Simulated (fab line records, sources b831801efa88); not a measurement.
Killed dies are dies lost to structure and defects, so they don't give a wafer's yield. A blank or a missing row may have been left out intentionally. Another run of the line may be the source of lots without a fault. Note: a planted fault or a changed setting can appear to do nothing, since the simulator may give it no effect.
fab line records	flow sky130
record lots=12	wafers=34	last_day=50
route steps=708 shown VIA2@510 METAL3@534 CAP2M@610 METAL4@633
lots untouched by any fault: they come from a run of this same line in which no faults occurred
start_h: hours from the record's first day to the start of the lot's first wafer shown	wait_h: time in hours since the lot's previous step	" identical to the entry in the row above	L1.1+2: several wafers, shown together as one row	- value missing, or start not given	* or withheld: withheld	< > ~ a bound
route shown NAME@n: names a module that has steps shown in the file, with the first one's number in the route	usual: average and standard deviation across the fault-free wafers	same: alike in all rows	chamber/n: place in a boat	sites: readings site by site	_std_site: the values' standard deviation	_edge_site: mean of outer sites minus mean of inner sites	radius_mm: for every site, how far away it sits from the centre of the wafer	mask NAME#n: copy n	behind: tool/chamber where the wafer was last shaped	hold: why the lot was held/for how many hours/how that ended	device: the n, p or np transistor that did not switch	end of line: the route-end tests of the same wafers	step lacking rows: just its recipe	killed: dies lost to structure and defects at the first sort, not the wafer's yield	map: per-die view of a wafer (x killed, . not killed, _ where there is no die)
set.NAME: setting as actually run; set.NAME@STEP: the setting as run at that earlier step	model.NAME: the simulator's own value behind a step, which no gauge read
one table for each step of the route and one row for each wafer, over a sample of lots
services: when a tool's chamber went out of use (start_h, in hours from the record's first day, below 0 if earlier), for how many hours, and the reason
## steps
# step SKY_VIA2_BOW_MEAS_03
# recipe mode=bow
# usual VIA2_BOW=85/6.9
lot.wafer	tool	chamber	start_h	wait_h	VIA2_BOW[um]
L563.2	film_metro-01	-	828.94	0.1	89
L563.4	"	-	"	"	97
L563.6	"	-	"	"	92
L565.1	film_metro-01	-	852.43	0.1	98
L565.5	"	-	"	"	70
L565.6	"	-	"	"	85
L566.1	film_metro-01	-	854.32	0.1	96
L566.2	"	-	"	"	83
L566.6	"	-	"	"	96
L570.2	film_metro-02	-	881.47	0.3	82
L570.3	"	-	"	"	89
L570.6	"	-	"	"	97
L571.1	film_metro-01	-	892.05	0.2	83
L571.6	"	-	"	"	87
L572.1	film_metro-03	-	903.61	0.2	87
L572.6	"	-	"	"	75
L575.3	film_metro-03	-	920.10	0.2	91
L575.5	"	-	"	"	88
L575.6	"	-	"	"	82
L579.2	film_metro-03	-	942.64	0.1	76
L579.3	"	-	"	"	91
L579.4	"	-	"	"	66
L581.2	film_metro-03	-	955.59	0.2	77
L581.3	"	-	"	"	70
L581.5	"	-	"	"	92
L582.4	film_metro-01	-	966.72	0.2	85
L582.5	"	-	"	"	76
L582.6	"	-	"	"	82
L584.2	film_metro-02	-	980.20	0.2	89
L584.4	"	-	"	"	83
L584.5	"	-	"	"	81
L586.1	film_metro-03	-	990.02	0.1	84
L586.4	"	-	"	"	89
L586.6	"	-	"	"	85
# step SKY_METAL3_SPUTTER_02
# recipe material=AlCu	target_thk_nm=735	power_w=10600	time_s=39.1	chamber_pressure_pa=0.4
# usual throttle_valve_pct=29.7/1.1
lot.wafer	tool	chamber	start_h	wait_h	throttle_valve_pct
L563.2	pvd_sputter-03	-	856.78	0.0	27.8
L563.4	"	-	"	"	29.5
L563.6	"	-	"	"	28.9
L565.1	pvd_sputter-04	-	879.88	0.0	29.1
L565.5	"	-	"	"	30.6
L565.6	"	-	"	"	28.7
L566.1	pvd_sputter-03	-	882.35	0.0	28.6
L566.2	"	-	"	"	29.9
L566.6	"	-	"	"	29.5
L570.2	pvd_sputter-03	-	907.50	0.0	29.9
L570.3	"	-	"	"	27.8
L570.6	"	-	"	"	29.7
L571.1	pvd_sputter-01	-	918.66	0.0	32.1
L571.6	"	-	"	"	31.9
L572.1	pvd_sputter-04	-	929.87	0.0	30.8
L572.6	"	-	"	"	29.7
L575.3	pvd_sputter-04	-	946.51	0.0	30.3
L575.5	"	-	"	"	30.6
L575.6	"	-	"	"	31.0
L579.2	pvd_sputter-03	-	969.22	0.0	30.0
L579.3	"	-	"	"	29.4
L579.4	"	-	"	"	28.6
L581.2	pvd_sputter-03	-	981.27	0.0	29.3
L581.3	"	-	"	"	27.8
L581.5	"	-	"	"	28.6
L582.4	pvd_sputter-03	-	991.73	0.0	28.4
L582.5	"	-	"	"	28.1
L582.6	"	-	"	"	29.7
L584.2	pvd_sputter-04	-	1006.03	0.0	30.5
L584.4	"	-	"	"	30.9
L584.5	"	-	"	"	30.1
L586.1	pvd_sputter-04	-	1015.22	0.0	30.6
L586.4	"	-	"	"	28.8
L586.6	"	-	"	"	30.7
# step SKY_CAP2M_COAT_07
# recipe resist=NOVOLAK	spin_rpm=3000	resist_thk_nm=1140
# usual chill_plate_temp_C=22.97/0.1
lot.wafer	tool	chamber	start_h	wait_h	chill_plate_temp_C
L563.2	litho_track-01	0	949.87	0.1	22.93
L563.4	"	0	"	"	22.95
L563.6	"	0	"	"	22.87
L565.1	litho_track-03	0	970.85	0.1	22.92
L565.5	"	0	"	"	22.88
L565.6	"	0	"	"	22.77
L566.1	litho_track-03	0	974.05	0.1	23.01
L566.2	"	0	"	"	22.97
L566.6	"	0	"	"	22.84
L570.2	litho_track-03	0	995.32	0.1	22.78
L570.3	"	0	"	"	22.92
L570.6	"	0	"	"	22.91
L571.1	litho_track-03	0	1008.90	0.1	23.08
L571.6	"	0	"	"	23.11
L572.1	litho_track-03	0	1018.75	0.1	22.88
L572.6	"	0	"	"	22.97
L575.3	litho_track-01	0	1034.84	0.1	22.79
L575.5	"	0	"	"	22.83
L575.6	"	0	"	"	22.82
L579.2	litho_track-02	0	1053.18	0.1	23.08
L579.3	"	0	"	"	22.95
L579.4	"	0	"	"	23.03
L581.2	litho_track-01	0	1066.47	0.1	22.92
L581.3	"	0	"	"	22.98
L581.5	"	0	"	"	23.01
L582.4	litho_track-01	0	1074.87	0.1	22.78
L582.5	"	0	"	"	22.91
L582.6	"	0	"	"	22.88
L584.2	litho_track-02	0	1087.78	0.1	22.98
L584.4	"	0	"	"	23.08
L584.5	"	0	"	"	23.00
L586.1	litho_track-02	0	1095.51	0.1	22.85
L586.4	"	0	"	"	22.90
L586.6	"	0	"	"	22.86
# step SKY_CAP2M_STRIP_14
# recipe chemistry=O2/N2	power_w=1400	pressure_mtorr=1500	platen_temp_c=withheld	o2_flow_sccm=3000	n2_flow_sccm=300	overash_fraction=0.5
# usual drypump_motor_current_A=5.45/0.22	n2_flow_sccm=300.1/0.9	oes_product_au=0.711/0.005	strip_time_to_endpoint_s=12.59/0.049
lot.wafer	tool	chamber	start_h	wait_h	drypump_motor_current_A	n2_flow_sccm	oes_product_au	rf_hours_counter_h	strip_time_to_endpoint_s
L563.2	plasma_asher-01	0	962.51	0.1	5.52	298.6	0.714	87	12.54
L563.4	"	0	"	"	5.52	300.9	0.705	-	12.54
L563.6	"	0	"	"	5.52	298.7	0.714	-	12.52
L565.1	plasma_asher-04	1	983.31	0.1	5.69	299.7	0.712	109	12.60
L565.5	"	1	"	"	5.67	301.8	0.718	-	12.67
L565.6	"	0	"	"	5.12	301.5	0.702	-	12.60
L566.1	plasma_asher-03	0	987.27	0.1	5.30	300.8	0.717	56	12.53
L566.2	"	1	"	"	5.72	300.5	0.711	56	12.55
L566.6	"	0	"	"	5.29	300.2	0.707	-	12.52
L570.2	plasma_asher-04	1	1006.71	0.1	5.67	300.9	0.714	112	12.53
L570.3	"	0	"	"	5.14	301.2	0.721	-	12.55
L570.6	"	0	"	"	5.16	299.7	0.712	-	11.80
L571.1	plasma_asher-03	1	1020.67	0.1	5.68	300.6	0.714	59	12.63
L571.6	"	1	"	"	5.68	300.6	0.707	-	11.83
L572.1	plasma_asher-01	1	1029.97	0.1	5.44	297.9	0.719	93	12.51
L572.6	"	0	"	"	5.51	299.9	0.701	-	11.77
L575.3	plasma_asher-04	0	1045.99	0.1	5.12	300.2	0.703	-	12.57
L575.5	"	1	"	"	5.65	301.7	0.701	-	12.56
L575.6	"	0	"	"	5.13	300.9	0.708	-	12.64
L579.2	plasma_asher-03	1	1063.91	0.1	5.70	298.6	0.712	63	12.63
L579.3	"	1	"	"	5.68	299.9	0.712	-	12.63
L579.4	"	0	"	"	5.25	299.6	0.707	-	12.61
L581.2	plasma_asher-04	0	1077.61	0.1	5.13	299.9	0.710	1	12.60
L581.3	"	0	"	"	5.14	300.9	0.714	-	12.62
L581.5	"	0	"	"	5.13	301.6	0.708	-	12.55
L582.4	plasma_asher-03	0	1085.69	0.1	5.27	299.5	0.709	-	12.62
L582.5	"	0	"	"	5.25	299.0	0.716	-	12.57
L582.6	"	1	"	"	5.69	299.2	0.714	-	12.58
L584.2	plasma_asher-01	0	1098.51	0.1	5.53	301.3	0.719	100	12.52
L584.4	"	1	"	"	5.45	299.4	0.713	-	12.55
L584.5	"	1	"	"	5.45	299.7	0.711	-	12.58
L586.1	plasma_asher-01	0	1106.56	0.1	5.53	299.3	0.703	101	12.64
L586.4	"	1	"	"	5.44	302.0	0.714	-	12.62
L586.6	"	1	"	"	5.43	300.8	0.714	-	12.63
# step SKY_METAL4_ETCH_17
# recipe target=SiO2	stop_on=TiN	chemistry=C4F8/O2/Ar	source_w=1500	bias_w=1200	pressure_mtorr=40	c4f8_flow_sccm=withheld	O2_flow_sccm=6	Ar_flow_sccm=300	time_s=3.9	target_depth_a=150
# usual oes_product_au=0.758/0.0073
lot.wafer	tool	chamber	start_h	wait_h	oes_product_au	rf_hours_counter_h
L563.2	rie_diel-01	1	987.88	0.1	0.743	10
L563.4	"	0	"	"	0.755	12
L563.6	"	2	"	"	0.748	-
L565.1	rie_diel-02	3	1007.23	0.1	0.745	23
L565.5	"	2	"	"	0.757	-
L565.6	"	1	"	"	0.749	-
L566.1	rie_diel-02	0	1011.48	0.1	0.754	26
L566.2	"	2	"	"	0.757	5
L566.6	"	1	"	"	0.759	-
L570.2	rie_diel-02	3	1030.76	0.1	0.766	24
L570.3	"	1	"	"	0.759	10
L570.6	"	3	"	"	0.760	-
L571.1	rie_diel-01	1	1043.56	0.2	0.764	12
L571.6	"	3	"	"	0.766	-
L572.1	rie_diel-01	3	1052.63	0.1	0.754	8
L572.6	"	1	"	"	0.760	-
L575.3	rie_diel-04	1	1069.08	0.0	0.761	6
L575.5	"	2	"	"	0.767	-
L575.6	"	3	"	"	0.778	-
L579.2	rie_diel-01	1	1085.83	0.1	0.761	13
L579.3	"	0	"	"	0.754	16
L579.4	"	3	"	"	0.776	-
L581.2	rie_diel-01	0	1099.38	0.1	0.762	16
L581.3	"	1	"	"	0.753	13
L581.5	"	1	"	"	0.760	-
L582.4	rie_diel-04	1	1107.18	0.0	0.751	7
L582.5	"	3	"	"	0.768	-
L582.6	"	0	"	"	0.752	-
L584.2	rie_diel-02	0	1120.40	0.1	0.750	0
L584.4	"	1	"	"	0.762	13
L584.5	"	1	"	"	0.766	-
L586.1	rie_diel-04	1	1127.13	0.1	0.754	7
L586.4	"	2	"	"	0.761	7
L586.6	"	2	"	"	0.754	-
## services
tool	chamber	start_h	hours	kind
plasma_asher-04	-	843.59	2.9	repair
rie_diel-02	1	845.75	3.2	repair
plasma_asher-03	-	849.01	2.8	pm
rie_diel-01	2	853.08	7.4	repair
rie_diel-01	-	875.20	0.3	repair
pvd_sputter-04	-	880.82	6.8	repair
plasma_asher-04	-	890.12	5.9	repair
pvd_sputter-04	-	901.89	15.8	repair
rie_diel-01	-	909.07	6.1	repair
rie_diel-02	1	929.42	10.0	repair
rie_diel-01	3	940.07	6.2	repair
pvd_sputter-03	-	962.46	3.5	repair
rie_diel-01	1	965.96	2.2	repair
rie_diel-01	1	980.60	5.8	repair
rie_diel-02	0	981.71	9.3	repair
rie_diel-01	-	988.84	5.2	repair
pvd_sputter-03	-	1026.80	2.7	repair
plasma_asher-04	-	1055.25	9.0	pm
rie_diel-02	0	1062.78	2.4	repair
rie_diel-02	-	1069.28	2.8	pm
rie_diel-02	2	1074.61	9.4	repair
rie_diel-02	0	1091.88	9.8	repair
plasma_asher-04	-	1105.69	16.1	repair
rie_diel-01	2	1117.53	14.7	repair
## key
first_sign step=SKY_CAP2M_STRIP_14	reading=strip_time_to_endpoint_s	direction=down	sigmas=16	usual=*	struck=*
effect none on later readings
met_at SKY_CAP2M_COAT_07
struck_lots L570,L571,L572
struck_wafers L570.6,L571.6,L572.6
not_acting_at SKY_VIA2_BOW_MEAS_03,SKY_METAL3_SPUTTER_02,SKY_METAL4_ETCH_17
onset_between 974.05 995.32
fault kind=process_parameter_drift	tool=litho_track-03	chamber=-	onset_h=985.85	steps=SKY_CAP2M_COAT_07	channel=resist_thk_nm	offset=-66.904	shape=step	end_h=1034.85	scope=struck_wafers_only	acts_in=these_recipes_only	stated=1140
